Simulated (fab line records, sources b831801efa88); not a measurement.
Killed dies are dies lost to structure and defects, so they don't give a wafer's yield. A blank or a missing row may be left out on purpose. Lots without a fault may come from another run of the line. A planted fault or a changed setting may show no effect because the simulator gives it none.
Chamber matching | flow sky130 | SKY_FIELD_ISO_CMP_27 on cmp-01: 4 sister chambers
The step polishes, stops on Si3N4, t overpolish 16 s, target thk 457.8 nm. 20 wafers are shown with their chamber, then 10 later ones without.

WAFERS WITH THEIR CHAMBER
wafer  | chamber | motor_current_A (A) | time_to_endpoint_s (s) | overpolish_run_s (s)
L573.1 | 2       | 12.5                | 105                    | 16.008
L573.4 | 3       | 12.4                | 109                    | 16.009
L573.6 | 2       | 12.9                | 104                    | 15.998
L575.1 | 3       | 12.1                | 110                    | 15.989
L575.3 | 1       | 12.7                | 109                    | 15.997
L575.6 | 3       | 12.0                | 115                    | 16.002
L576.2 | 1       | 11.9                | 109                    | 16.018
L576.4 | 0       | 10.1                | 112                    | 16.009
L576.6 | 1       | 12.3                | 110                    | 15.998
L577.1 | 1       | 12.4                | 110                    | 16.010
L577.4 | 2       | 12.9                | 111                    | 15.999
L577.5 | 0       | 10.4                | 112                    | 16.014
L579.1 | 0       | 10.2                | 115                    | 15.984
L579.5 | 1       | 12.2                | 115                    | 16.003
L579.6 | 0       | 10.7                | 109                    | 16.009
L580.1 | 1       | 12.0                | 114                    | 16.003
L580.3 | 2       | 12.8                | 114                    | 16.003
L580.5 | 1       | 11.2                | 113                    | 16.005
L581.1 | 2       | 12.8                | 110                    | 15.991
L581.2 | 0       | 10.3                | 112                    | 15.994

SIGNATURES (means of the wafers above)
reading            | chamber 0 | chamber 1 | chamber 2 | chamber 3 | scatter within a chamber
motor_current_A    | 10.340    | 12.100    | 12.780    | 12.167    | 0.332
time_to_endpoint_s | 112.00    | 111.43    | 108.80    | 111.33    | 3.03
overpolish_run_s   | 16.00200  | 16.00486  | 15.99980  | 16.00000  | 0.00905
Rule: a wafer's distance from a chamber is the root of the sum, over the readings, of the square of ((its reading less the chamber's mean) divided by the reading's scatter). The wafer belongs to the nearest chamber; if the next one is less than 2 further off, it can't be placed. The scatter: the root of (the sum of the squares of (reading less its chamber's mean) over the shown wafers, divided by (wafers less chambers)).

WAFERS WITHOUT THEIR CHAMBER
wafer  | motor_current_A (A) | time_to_endpoint_s (s) | overpolish_run_s (s)
L581.3 | 12.7                | 114                    | 15.993
L586.1 | 9.6                 | 109                    | 15.997
L586.2 | 12.2                | 111                    | 16.000
L586.3 | 12.2                | 109                    | 16.003
L588.3 | 13.1                | 112                    | 15.997
L588.4 | 12.5                | 111                    | 16.002
L588.5 | 10.9                | 113                    | 16.014
L591.1 | 12.0                | 116                    | 16.007
L591.4 | 12.6                | 116                    | 15.988
L591.6 | 12.2                | 115                    | 15.982

WHICH CHAMBER EACH WENT THROUGH
wafer  | from the rows above          | in truth
L581.3 | can't be placed: 2 or 3 or 1 | 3
L586.1 | 0                            | 0
L586.2 | can't be placed: 3 or 1 or 2 | 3
L586.3 | can't be placed: 3 or 1 or 2 | 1
L588.3 | can't be placed: 2 or 3 or 1 | 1
L588.4 | can't be placed: 3 or 2 or 1 | 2
L588.5 | can't be placed: 0 or 1 or 3 | 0
L591.1 | can't be placed: 1 or 3 or 2 | 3
L591.4 | can't be placed: 3 or 2 or 1 | 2
L591.6 | can't be placed: 3 or 1 or 2 | 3
Placed correctly: 1 of 10. Can't be placed from these rows: 9 (the true chamber is among the candidates in 9). Placed wrongly: 0.
